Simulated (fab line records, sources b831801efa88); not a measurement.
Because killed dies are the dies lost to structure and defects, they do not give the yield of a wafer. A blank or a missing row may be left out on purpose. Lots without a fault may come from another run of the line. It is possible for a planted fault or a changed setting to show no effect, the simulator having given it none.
Check of tool commonality -- flow sky130 -- 15 lots, 45 wafers sampled

## REASON IT WAS OPENED
At SKY_GATE_OXIDE_TW_MEAS_14 the reading GATE_OXIDE_TW is flagged on 3 of 15 lots. Fault-free wafers read 224.5, with a standard deviation of 2.7.
Rule: a lot is flagged in two cases, either no wafer of it has a number, or all its wafers with numbers fall more than 4 standard deviations from that mean. All remaining lots are regarded as sound.

lot,measured,on,"GATE_OXIDE_TW, wafer by wafer",flag
L509,day 14 18:57,film_metro-04,221.2 221.1 221.0,
L511,day 15 16:38,film_metro-03,227.3 226.8 227.6,
L512,day 15 21:20,film_metro-02,224.5 224.3 224.5,
L514,day 17 04:50,film_metro-03,228.2 228.5 226.4,
L513,day 17 04:58,film_metro-02,221.4 221.7 222.1,
L517,day 17 23:34,film_metro-03,228.1 228.2 227.3,
L518,day 18 04:53,film_metro-03,228.1 227.4 228.4,
L519,day 18 07:49,film_metro-04,220.5 221.4 221.0,
L520,day 18 15:58,film_metro-04,29.6 29.7 29.7,FLAGGED
L521,day 18 22:18,film_metro-03,30.5 30.6 30.7,FLAGGED
L522,day 19 06:32,film_metro-02,30.0 30.0 30.1,FLAGGED
L523,day 19 20:19,film_metro-03,229.3 226.9 228.7,
L527,day 21 03:35,film_metro-02,223.0 223.0 224.9,
L528,day 21 09:20,film_metro-03,225.3 225.9 225.9,
L529,day 21 22:26,film_metro-02,222.3 223.4 223.7,
On average the flagged lots' numbers are 30.1, which is -194.4 against the usual, or -72 standard deviations.

## TOOL THAT RAN EACH LOT
Before the reading, the record contains 3 process steps out of a 708-step route. Read each cell as the tool, then ch plus the chambers that the sampled wafers visited, then the start.
lot,flag,SKY_VT_ADJUST_LVTN_STRIP_20,SKY_VT_ADJUST_NCORE_STRIP_10,SKY_GATE_OXIDE_IMPLANT_11
L509,,"plasma_asher-04 ch 0,1, day 8 09:00","plasma_asher-01 ch 0,1, day 9 06:23","implanter-01 ch 0, day 14 18:37"
L511,,"plasma_asher-03 ch 0,1, day 9 07:40","plasma_asher-02 ch 0,1, day 10 05:23","implanter-04 ch 0, day 15 16:16"
L512,,"plasma_asher-04 ch 0,1, day 9 13:04","plasma_asher-01 ch 0, day 10 11:07","implanter-01 ch 0, day 15 20:58"
L514,,"plasma_asher-04 ch 0,1, day 10 04:13","plasma_asher-02 ch 0,1, day 11 02:53","implanter-01 ch 0, day 17 04:30"
L513,,"plasma_asher-04 ch 0,1, day 10 00:07","plasma_asher-01 ch 0,1, day 10 22:26","implanter-04 ch 0, day 17 04:37"
L517,,"plasma_asher-04 ch 0,1, day 11 00:49","plasma_asher-02 ch 0,1, day 11 23:41","implanter-01 ch 0, day 17 23:13"
L518,,"plasma_asher-01 ch 0,1, day 11 08:07","plasma_asher-04 ch 0,1, day 12 06:17","implanter-02 ch 0, day 18 04:31"
L519,,"plasma_asher-03 ch 0,1, day 11 08:55","plasma_asher-02 ch 0,1, day 12 07:32","implanter-04 ch 0, day 18 07:22"
L520,FLAGGED,"plasma_asher-04 ch 0,1, day 11 15:34","plasma_asher-02 ch 0,1, day 12 14:47","implanter-01, day 18 15:37"
L521,FLAGGED,"plasma_asher-01 ch 0,1, day 11 20:42","plasma_asher-04 ch 0,1, day 12 19:17","implanter-01, day 18 21:58"
L522,FLAGGED,"plasma_asher-01 ch 0,1, day 12 03:43","plasma_asher-02 ch 0,1, day 13 03:50","implanter-01, day 19 06:11"
L523,,"plasma_asher-01 ch 0,1, day 12 10:10","plasma_asher-04 ch 0,1, day 13 11:20","implanter-01 ch 0, day 19 19:58"
L527,,"plasma_asher-01 ch 0,1, day 13 14:22","plasma_asher-02 ch 0, day 14 16:41","implanter-01 ch 0, day 21 03:14"
L528,,"plasma_asher-04 ch 0,1, day 13 17:22","plasma_asher-04 ch 0,1, day 14 19:08","implanter-01 ch 0, day 21 08:59"
L529,,"plasma_asher-01 ch 0,1, day 14 05:34","plasma_asher-01 ch 0,1, day 15 08:14","implanter-01 ch 0, day 21 22:06"
These steps, and what they do:
- SKY_VT_ADJUST_LVTN_STRIP_20: strips in O2/N2.
- SKY_VT_ADJUST_NCORE_STRIP_10: strips in O2/N2.
- SKY_GATE_OXIDE_IMPLANT_11
- SKY_GATE_OXIDE_TW_MEAS_14

## FLAGGED OVER TOTAL, TOOL BY TOOL (the gauges that took the reading come last)
step,tool,lots run,flagged,share of the flagged lots,sound lots run after its first flagged lot
SKY_VT_ADJUST_LVTN_STRIP_20,plasma_asher-01,6,2,some,"3 (L523,L527,L529)"
SKY_VT_ADJUST_LVTN_STRIP_20,plasma_asher-03,2,0,none,-
SKY_VT_ADJUST_LVTN_STRIP_20,plasma_asher-04,7,1,some,1 (L528)
SKY_VT_ADJUST_NCORE_STRIP_10,plasma_asher-01,4,0,none,-
SKY_VT_ADJUST_NCORE_STRIP_10,plasma_asher-02,7,2,some,1 (L527)
SKY_VT_ADJUST_NCORE_STRIP_10,plasma_asher-04,4,1,some,"2 (L523,L528)"
SKY_GATE_OXIDE_IMPLANT_11,implanter-01,11,3,all,"4 (L523,L527,L528,L529)"
SKY_GATE_OXIDE_IMPLANT_11,implanter-02,1,0,none,-
SKY_GATE_OXIDE_IMPLANT_11,implanter-04,3,0,none,-
SKY_GATE_OXIDE_TW_MEAS_14,film_metro-02,5,1,some,"2 (L527,L529)"
SKY_GATE_OXIDE_TW_MEAS_14,film_metro-03,7,1,some,"2 (L523,L528)"
SKY_GATE_OXIDE_TW_MEAS_14,film_metro-04,3,1,some,0

## WHAT THE TABLE PERMITS
All flagged lots share 1 row of the table, namely implanter-01 at SKY_GATE_OXIDE_IMPLANT_11.
- implanter-01 at SKY_GATE_OXIDE_IMPLANT_11 ran 11 lots, 3 of them flagged. Sound lots ran on it after the first flagged one (L523, L527, L528, L529), which a lasting fault on the whole tool wouldn't allow. On the flagged lots its readings are blank where sound lots have values: beam_energy_keV, beam_on_s.
Not one row of the table ran every flagged lot while running no sound lot after the first.

## WHAT HAD BEEN PUT IN BY THE SIMULATOR
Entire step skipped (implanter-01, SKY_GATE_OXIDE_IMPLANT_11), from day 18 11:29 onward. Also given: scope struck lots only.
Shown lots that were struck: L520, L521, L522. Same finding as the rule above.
